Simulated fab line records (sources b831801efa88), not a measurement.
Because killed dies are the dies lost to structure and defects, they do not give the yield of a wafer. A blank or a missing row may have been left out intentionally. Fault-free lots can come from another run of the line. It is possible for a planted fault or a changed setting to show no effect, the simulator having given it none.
Problem report in the 8D (eight disciplines) form, filled by code + flow sky130 + the parts of the form that need people (team, actions taken, sign-off) are left out

## 1. THE PROBLEM
overpolish run s at SKY_VIA2_CMP_24 reads a mean of 22.249 s on 2 wafers of 2 lots; wafers without a fault read 20.002 s with a standard deviation of 0.009. That is +99 or more standard deviations from the usual mean.
The step: polishes, stops on SiO2, t overpolish 20 s, target thk 0 nm.
The first sign was on wafer L807.1 at day 38 20:33, on cmp-01. Wafers with a number at this step in the record: 42, from 14 lots. Rule for "out" (also "out of limits"): further than 4 standard deviations from the usual mean. All remaining wafers that have a number are taken as sound.

## 2. WHAT IT IS, WHAT IT ISN'T
| question                    | is                | is not                                                                                                   |
|-----------------------------|-------------------|----------------------------------------------------------------------------------------------------------|
| which readings at this step | overpolish run s  | motor current A, platen rpm, time to endpoint s                                                          |
| which lots                  | L807, L808        | L798, L799, L800, L801, L802, L804, L815, L817, L818, L819, L820, L821                                   |
| which wafers of those lots  | L807.1, L808.6    | L807.2, L807.3, L808.1, L808.2                                                                           |
| read on which tools         | cmp-01            | cmp-02                                                                                                   |
| when                        | from day 38 20:33 | up to then (20 sound wafers); but 20 sound wafers of L808, L815, L817, L818, L819, L820, L821 came after |

## 3. THE SUSPECTS, EACH WITH WHAT RULES IT OUT
Counting: any tool at a process step up to the reading remains a suspect provided it ran every lot that is out. Sound lots after the first of them don't rule it out here, since some wafers of a struck lot are sound.
- cmp-01 at SKY_VIA2_CMP_24 (polishes, stops on SiO2, t overpolish 20 s, target thk 0 nm): kept. Ran every lot that is out, first one L807 (day 38 20:33); last sound lot up to then L799 (day 36 22:47). Its own readings are out on those wafers: overpolish run s.
- In cmp-01 at SKY_VIA2_CMP_24, the wafers that are out were processed in chamber 0 and their sound lot-mates in chambers 2, 3.
Left after counting: cmp-01 at SKY_VIA2_CMP_24.

## 4. THE CAUSE (what the simulator had put in)
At SKY_VIA2_CMP_24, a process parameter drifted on cmp-01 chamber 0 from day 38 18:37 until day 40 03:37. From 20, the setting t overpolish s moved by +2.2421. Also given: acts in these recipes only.
Only this tool survived the counting.

## 5. SEQUENCE OF EFFECTS, ordered by route
One row per reading whose mean, taken over the struck wafers that have a number, lies over 3 standard deviations from the usual. Scope: only readings with a usual standard deviation given in the record; hours: median across lots of the time from each lot's start at the first step in this table that gives one to its start at this step; sigmas: change in usual standard deviations.
| hours | step            | reading          | usual    | on struck wafers | change | sigmas      |
|-------|-----------------|------------------|----------|------------------|--------|-------------|
| 0     | SKY_VIA2_CMP_24 | overpolish run s | 20.002 s | 22.249           | +2.247 | +99 or more |
It contains these process steps:
- SKY_VIA2_CMP_24: polishes, stops on SiO2, t overpolish 20 s, target thk 0 nm.

## 6. WHAT WOULD HAVE CAUGHT IT SOONER
2 hours passed between the start of the fault at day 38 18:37 and the first reading out of limits in this record, taken at day 38 20:33.
